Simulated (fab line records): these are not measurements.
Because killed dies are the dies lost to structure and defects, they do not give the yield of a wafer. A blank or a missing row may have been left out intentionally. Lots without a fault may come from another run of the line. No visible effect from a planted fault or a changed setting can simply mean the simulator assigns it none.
Which tool did it?    flow sky130    route of 708 steps, sampled at 1 step: 14 lots, 42 wafers

WHAT THE GAUGES READ, wafer by wafer
SKY_SD_P_TW_MEAS_11.
lot   measured      on             SD_P_TW
L986  day 25 15:33  film-metro-01  2832 2845 2839
L987  day 25 18:08  film-metro-01  2829 2835 2847
L988  day 26 05:50  film-metro-02  2839 2848 2857
L990  day 26 19:51  film-metro-02  2855 2869 2856
L992  day 28 17:21  film-metro-02  2816 2835 2828
L993  day 28 17:31  film-metro-03  2776 2789 2800
L994  day 28 18:35  film-metro-03  2801 2798 2806
L996  day 28 19:43  film-metro-02  2794 2822 2815
L997  day 29 13:13  film-metro-01  2842 2838 2825
L101  day 30 20:44  film-metro-02  2795 2806 2818
L103  day 31 01:32  film-metro-01  2818 2816 2817
L106  day 32 06:50  film-metro-01  2822 2844 2840
L107  day 32 10:29  film-metro-01  2836 2839 2832
L109  day 32 22:12  film-metro-01  2852 2853 2846

EACH LOT AND THE TOOL THAT RAN IT (in order: tool; ch and the chambers of the sampled wafers; start)
There is no process step in the record ahead of these readings.

WHAT THE TOOLS THEMSELVES READ (means of the sampled wafers that have a number; where no wafer has one, the mark that the record gives instead)
The record holds no such reading with a usual standard deviation.

THE ANSWER, worked out from the rows above alone
Rule: the usual values come from the lots themselves. Put in order of their means at a reading, lots are off if they are a third of the lots or fewer, leave a main group of 4 or more, and stand apart from it by a gap of 3 or more times the standard deviation of the main group's means; of several such gaps the widest counts. If all means in a main group match to the digits the tables above print for the reading, that group is not used. A lot without any number at a reading at which 4 lots or more have one is off too. All remaining lots with rows at the step are treated as sound. Order of review: gauges by route order, followed by the tools' own readings, for which a lot's mean as printed above is used. At the first step where some lot is off, the reading lying furthest off is the one used; lots without a number count as furthest.
No lot is off on any of the readings shown, so nothing can be concluded from this.

WHAT THE SIMULATOR HAD INSERTED
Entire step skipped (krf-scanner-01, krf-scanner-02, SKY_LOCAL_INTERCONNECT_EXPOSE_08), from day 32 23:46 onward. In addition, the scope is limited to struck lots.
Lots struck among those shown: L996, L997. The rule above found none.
